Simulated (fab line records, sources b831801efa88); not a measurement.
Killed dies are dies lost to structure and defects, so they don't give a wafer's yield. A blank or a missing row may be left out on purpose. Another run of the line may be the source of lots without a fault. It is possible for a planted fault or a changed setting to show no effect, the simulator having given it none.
Which tool did it?	flow sky130	Sampling: 14 lots, 42 wafers, 3 of 708 route steps

WHAT EACH GAUGE READ, for each wafer
SKY_POLY_GATE_THK_MEAS_01.
lot	measured	on	POLY_GATE_CVD_00_THK (nm)
L743	day 14 02:22	film-metro-02	178.6 180.5 179.7
L745	day 14 16:28	film-metro-01	180.9 181.7 180.3
L747	day 15 09:25	film-metro-02	180.1 181.1 178.9
L746	day 15 09:25	film-metro-04	181.0 181.7 181.2
L751	day 16 16:38	film-metro-02	180.9 181.3 180.2
L754	day 17 21:08	film-metro-02	179.6 179.7 180.7
L755	day 18 10:17	film-metro-01	178.7 178.8 180.6
L757	day 18 23:25	film-metro-04	179.7 179.7 179.4
L759	day 19 23:58	film-metro-04	178.8 178.1 177.6
L762	day 20 22:26	film-metro-02	180.5 179.8 180.7
L763	day 21 07:56	film-metro-01	180.4 180.3 180.3
L764	day 21 14:41	film-metro-04	179.7 180.2 181.6
L765	day 21 20:21	film-metro-04	179.5 177.8 179.2
L766	day 22 04:08	film-metro-01	181.9 181.6 182.6

SKY_LDD_N_OVL_MEAS_07.
lot	measured	on	LDD_N_OVL (nm)
L743	day 17 18:10	overlay-02	2.8 1.7 2.9
L745	day 18 10:16	overlay-02	-0.1 0.1 -0.3
L747	day 19 12:02	overlay-01	-3.6 -2.3 -3.2
L746	day 19 11:41	overlay-02	1.2 0.2 -0.4
L751	day 20 14:28	overlay-01	1.1 2.8 1.4
L754	day 21 20:40	overlay-02	-1.0 2.8 1.1
L755	day 22 10:11	overlay-01	2.3 1.4 0.0
L757	day 22 22:59	overlay-01	1.8 2.4 1.1
L759	day 23 23:43	overlay-02	0.2 2.4 1.7
L762	day 24 20:52	overlay-02	1.9 4.0 3.7
L763	day 25 07:10	overlay-02	0.1 1.1 2.1
L764	day 25 12:23	overlay-01	-1.1 -2.8 -2.0
L765	day 25 22:13	overlay-02	3.2 2.2 3.5
L766	day 26 00:50	overlay-01	-2.1 -0.8 -3.2

SKY_LDD_P_OVL_MEAS_08.
lot	measured	on	LDD_P_OVL (nm)
L743	day 19 01:08	overlay-02	1.4 0.7 0.8
L745	day 19 18:17	overlay-02	1.5 1.5 1.6
L747	day 20 20:17	overlay-01	1.9 0.6 -0.5
L746	day 20 20:00	overlay-02	1.5 0.9 0.5
L751	day 21 22:23	overlay-02	1.8 -0.2 1.3
L754	day 23 04:32	overlay-01	0.7 -0.1 0.0
L755	day 23 18:01	overlay-01	0.7 0.8 1.4
L757	day 24 05:35	overlay-01	1.1 0.2 0.5
L759	day 25 05:59	overlay-02	4.1 2.3 5.1
L762	day 26 03:26	overlay-02	-1.2 0.7 0.8
L763	day 26 13:23	overlay-02	2.1 2.0 2.9
L764	day 26 18:56	overlay-02	0.1 -0.2 1.9
L765	day 27 04:38	overlay-01	-0.3 0.9 1.0
L766	day 27 07:06	overlay-01	-0.9 0.5 -1.4

EACH LOT AND THE TOOL THAT RAN IT (in order: tool; ch and the chambers of the sampled wafers; start)
No process step before these readings appears in the record.

WHAT THE TOOLS THEMSELVES READ (means of the sampled wafers that have a number; where no wafer has one, the mark that the record gives instead)
The record holds no such reading with a usual standard deviation.

THE ANSWER, worked out from the rows above alone
Rule: what is usual is taken from the lots themselves. The widest of any qualifying gaps counts: lots, ordered by their means at a reading, are off when they make up no more than a third of the lots, leave a main group of 4 or more, and stand apart from it by 3 or more times the standard deviation of that group's means. The tables above print the reading to a certain number of digits; a main group whose means all agree to those digits is not used. A lot without any number at a reading at which 4 lots or more have one is off too. Any other lot the step has rows for is counted as sound. Order of review: gauges by route order, followed by the tools' own readings, for which a lot's mean as printed above is used. At the first step where some lot is off, the reading lying furthest off is the one used; lots without a number count as furthest.
No lot is off at any reading shown: from this, nothing can be told.

WHAT WAS PUT IN BY THE SIMULATOR
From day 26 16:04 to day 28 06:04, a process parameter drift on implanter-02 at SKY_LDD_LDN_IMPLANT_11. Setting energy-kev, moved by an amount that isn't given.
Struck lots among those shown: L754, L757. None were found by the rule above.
